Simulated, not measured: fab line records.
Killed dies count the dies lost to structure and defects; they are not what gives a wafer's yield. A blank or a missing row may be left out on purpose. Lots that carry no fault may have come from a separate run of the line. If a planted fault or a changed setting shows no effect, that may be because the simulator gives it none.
fab line records | flow sfq_line
record: lots: 14 wafers: 42 last_day: 86
route steps=325 shown I0@44
lots untouched by any fault: they come from a run of this same line in which no faults occurred
start_h: hours from the record's opening day to when the first of the lot's shown wafers began | wait_h: hours from the lot's prior step to this one | " as in the row above | L1.1+2: one row covering several wafers at once | - either no value or no given start | * or withheld: withheld | < > ~ a bound
route shown NAME@n: names a module that has steps shown in the file, with the first one's number in the route | usual: mean and standard deviation over wafers with no fault | same: alike in all rows | chamber/n: place in a boat | sites: readings site by site | _std_site: the values' standard deviation | _edge_site: the outer-site mean with the inner-site mean subtracted | radius_mm: how far each site lies from the wafer's centre | mask NAME#n: copy n | behind: the tool/chamber that last shaped the wafer | hold: what put the lot on hold/how long, in hours/how the hold closed | device: the n, p or np transistor that did not switch | end of line: tests of these same wafers at the route's end | a step without rows: its recipe alone | killed: the dies lost at the first sort to structure and to defects; this is not the yield of the wafer | map: per-die view of a wafer (x killed, . not killed, _ where there is no die)
set.NAME: the setting the step ran with; set.NAME@STEP: the setting that earlier step ran with | model.NAME: the simulator's own value behind a step, which no gauge read
the route's steps for a sample of lots (tables are steps, rows are wafers)
services: from which hour (start_h, from the record's first day; less than 0 if before it) a tool's chamber was out of use, for how many hours, and why
== steps ==
step: SFQ_TRILAYER_I0_CMP_CMP_028
recipe: material: SiO2 down_force_psi: 3 platen_rpm: 60 pad_velocity_m_s: 0.94248
usual: motor_current_A: 9.9/0.52 slurry_filter_dp_kPa: 13.49/0.14 time_to_endpoint_s: 213/7.2
columns lot.wafer tool chamber start_h wait_h motor_current_A slurry_filter_dp_kPa time_to_endpoint_s
L587.4 cmp-02 1 248.86 0.5 9.9 13.59 221
L587.2 " 3 249.86 1.5 9.5 13.79 206
L587.6 " 0 " " 9.7 13.53 220
L588.1 cmp-01 1 255.60 0.6 9.7 13.37 222
L588.2 " 3 256.60 1.6 9.3 13.43 208
L588.4 " 0 " " 10.5 13.35 220
L589.3 cmp-02 3 276.63 0.0 9.6 13.37 201
L589.1 " 2 278.13 1.5 10.5 13.20 217
L589.6 " 0 279.13 2.5 9.6 13.62 217
L590.1 cmp-01 3 285.96 0.5 9.4 13.46 198
L590.2 " 1 286.96 1.5 9.3 13.70 226
L590.5 " 3 287.96 2.5 9.8 13.21 209
L591.4 cmp-02 2 295.47 0.6 10.6 13.41 220
L591.3 " 3 " " 9.5 13.52 213
L591.1 " 1 296.97 2.1 10.3 13.47 206
L592.3 cmp-02 2 305.47 3.4 10.4 13.64 212
L592.1 " 3 " " 9.3 13.33 212
L592.5 " 0 " " 9.6 13.55 208
L598.2 cmp-01 0 345.92 0.0 11.2 13.85 273
L598.3 " 1 " " 10.2 13.47 272
L598.4 " 2 " " 10.0 13.55 275
L599.2 cmp-01 1 353.53 1.7 9.8 13.25 270
L599.3 " 2 " " 9.3 13.46 270
L599.5 " 0 355.03 3.1 10.1 13.52 279
L603.4 cmp-02 0 416.35 4.1 9.6 13.43 210
L603.2 " 2 417.35 5.1 10.8 13.60 211
L603.6 " 1 418.85 6.6 9.7 13.61 213
L605.4 cmp-01 1 431.99 0.5 10.0 13.43 224
L605.3 " 3 432.99 1.5 9.5 13.38 196
L605.6 " 1 433.99 2.5 9.6 13.63 228
L606.1 cmp-02 1 452.92 1.0 10.1 13.30 198
L606.2 " 2 " " 10.3 13.31 207
L606.5 " 0 454.42 2.5 9.8 13.17 213
L607.2 cmp-01 1 466.26 0.5 9.9 13.51 217
L607.3 " 2 " " 10.2 13.41 209
L607.1 " 3 " " 9.6 13.46 203
L608.2 cmp-02 2 471.63 0.7 11.1 13.64 219
L608.4 " 0 472.63 1.6 9.3 13.52 223
L608.5 " 3 474.13 3.1 9.2 13.36 216
L609.3 cmp-02 2 479.36 0.5 10.7 13.37 220
L609.2 " 0 480.36 1.5 9.6 13.62 213
L609.6 " 1 " " 10.1 13.55 213
step: SFQ_TRILAYER_I0_METRO_MEASURE_029
usual: thk_nm: 200.0/1.2
columns lot.wafer tool chamber start_h wait_h thk_nm
L587.2 film_metro-04 - 251.68 0.3 199.4
L587.4 " - " " 199.0
L587.6 " - " " 199.2
L588.1 film_metro-04 - 258.72 0.1 202.1
L588.2 " - " " 200.1
L588.4 " - " " 201.0
L589.1 film_metro-01 - 279.75 0.1 199.9
L589.3 " - " " 199.0
L589.6 " - " " 199.0
L590.1 film_metro-04 - 288.58 0.1 197.0
L590.2 " - " " 200.9
L590.5 " - " " 198.3
L591.1 film_metro-01 - 298.59 0.1 198.9
L591.3 " - " " 199.6
L591.4 " - " " 200.8
L592.1 film_metro-02 - 307.59 0.1 196.5
L592.3 " - " " 198.3
L592.5 " - " " 197.4
L598.2 film_metro-02 - 349.24 0.3 301.2
L598.3 " - " " 303.1
L598.4 " - " " 302.1
L599.2 film_metro-01 - 355.85 0.3 303.2
L599.3 " - " " 301.9
L599.5 " - " " 305.7
L603.2 film_metro-02 - 419.67 0.3 201.3
L603.4 " - " " 200.1
L603.6 " - " " 199.8
L605.3 film_metro-04 - 435.01 0.5 199.5
L605.4 " - " " 201.7
L605.6 " - " " 200.5
L606.1 film_metro-02 - 455.04 0.1 199.7
L606.2 " - " " 201.0
L606.5 " - " " 199.8
L607.1 film_metro-04 - 469.38 0.1 197.2
L607.2 " - " " 201.9
L607.3 " - " " 199.3
L608.2 film_metro-02 - 474.95 0.3 201.9
L608.4 " - " " 201.5
L608.5 " - " " 199.4
L609.2 film_metro-02 - 482.18 0.3 199.8
L609.3 " - " " 200.2
L609.6 " - " " 199.8
step: SFQ_TRILAYER_I0_VIA_ETCH_VIA_ETCH_034
recipe: target: SiO2 stop_on: Nb mask_material: PR taper_deg: 20 chemistry: CHF3 target_depth_nm: 260 source_w: 500 bias_w: 80 pressure_mtorr: 30 time_s: withheld
usual: bias_w: 80.00/0.24 drypump_motor_current_A: 5.6/0.31 oes_product_au: 0.855/0.0056
columns lot.wafer tool chamber start_h wait_h bias_w drypump_motor_current_A oes_product_au
L587.2 rie_diel-02 1 380.09 0.0 80.29 5.8 0.863
L587.4 " 3 " " 80.02 5.8 0.846
L587.6 " 0 " " 79.84 5.5 0.846
L588.1 rie_diel-02 0 388.49 0.0 80.01 5.5 0.859
L588.2 " 3 " " 80.22 5.8 0.858
L588.4 " 1 " " 80.19 5.8 0.862
L589.1 rie_diel-02 3 413.69 0.0 80.41 5.8 0.848
L589.3 " 0 " " 80.11 5.5 0.846
L589.6 " 0 " " 80.15 5.5 0.848
L590.1 rie_diel-02 2 423.29 0.0 80.14 5.6 0.856
L590.2 " 0 " " 80.19 5.5 0.855
L590.5 " 0 " " 79.98 5.4 0.852
L591.1 rie_diel-04 2 434.56 0.0 79.84 5.2 0.855
L591.3 " 2 " " 80.06 5.2 0.852
L591.4 " 0 " " 79.77 5.8 0.848
L592.1 rie_diel-03 0 447.74 0.0 80.32 5.8 0.855
L592.3 " 3 " " 80.35 5.1 0.854
L592.5 " 3 " " 79.96 5.1 0.840
L598.2 rie_diel-02 2 492.37 0.0 79.75 5.5 0.985
L598.3 " 3 " " 79.76 5.8 0.989
L598.4 " 1 " " 79.98 5.8 0.994
L599.2 rie_diel-02 2 499.57 0.0 80.10 5.6 0.996
L599.3 " 1 " " 80.11 5.8 1.006
L599.5 " 1 " " 79.77 5.7 0.995
L603.2 rie_diel-02 3 537.02 0.0 80.17 5.8 0.856
L603.4 " 1 " " 80.23 5.8 0.850
L603.6 " 1 " " 79.69 5.8 0.857
L605.3 rie_diel-03 1 587.54 0.0 79.54 4.8 0.856
L605.4 " 2 " " 79.95 6.1 0.861
L605.6 " 0 " " 79.25 5.8 0.855
L606.1 rie_diel-02 1 612.66 0.0 80.29 5.7 0.853
L606.2 " 3 " " 79.99 5.8 0.857
L606.5 " 0 " " 79.80 5.5 0.856
L607.1 rie_diel-03 1 627.30 0.0 80.15 4.8 0.850
L607.2 " 2 " " 79.55 6.1 0.862
L607.3 " 0 " " 79.85 5.8 0.853
L608.2 rie_diel-03 3 633.30 0.0 80.27 5.1 0.863
L608.4 " 3 " " 80.35 5.1 0.848
L608.5 " 0 " " 79.85 5.8 0.855
L609.2 rie_diel-02 3 639.30 0.0 79.93 5.8 0.858
L609.3 " 0 " " 80.07 5.4 0.857
L609.6 " 3 " " 79.60 5.8 0.857
== services ==
columns tool chamber start_h hours kind
film_metro-02 - 228.13 1.1 pm
cmp-01 - 232.00 4.0 pm
cmp-01 - 244.37 0.6 repair
film_metro-02 - 267.48 3.1 pm
cmp-01 - 269.49 1.0 repair
rie_diel-02 1 292.59 14.3 repair
cmp-02 - 293.40 1.1 repair
rie_diel-02 - 312.66 0.5 repair
cmp-02 - 327.23 0.7 repair
cmp-02 - 347.01 5.6 pm
cmp-02 - 353.64 1.2 repair
rie_diel-02 2 391.68 6.4 repair
rie_diel-02 0 398.65 9.3 repair
cmp-02 - 409.35 4.0 pm
rie_diel-02 2 413.32 5.1 repair
cmp-02 - 423.12 4.5 repair
rie_diel-02 3 473.73 12.4 repair
rie_diel-02 2 511.69 12.7 repair
cmp-02 - 516.14 2.0 repair
rie_diel-02 - 546.72 2.8 pm
rie_diel-02 3 552.27 40.7 repair
rie_diel-02 1 566.85 6.0 repair
rie_diel-02 2 572.82 10.1 repair
cmp-02 - 626.38 3.4 repair
== key ==
first_sign: step: SFQ_TRILAYER_I0_CMP_CMP_028 reading: time_to_endpoint_s direction: up sigmas: 8.4 usual: * struck: *
effect: step: SFQ_TRILAYER_I0_METRO_MEASURE_029 reading: thk_nm direction: up sigmas: 84 usual: 200.0 struck: 302.9
effect: step: SFQ_TRILAYER_I0_VIA_ETCH_VIA_ETCH_034 reading: oes_product_au direction: up sigmas: 25 usual: 0.855 struck: 0.994
met_at SFQ_TRILAYER_I0_CMP_CMP_028
struck_lots L598,L599
onset_between 285.96 345.92
fault: kind: process_parameter_drift tool: cmp-01 chamber: - onset_h: 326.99 steps: SFQ_TRILAYER_I0_CMP_CMP_028 channel: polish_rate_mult offset: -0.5 shape: step end_h: 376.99
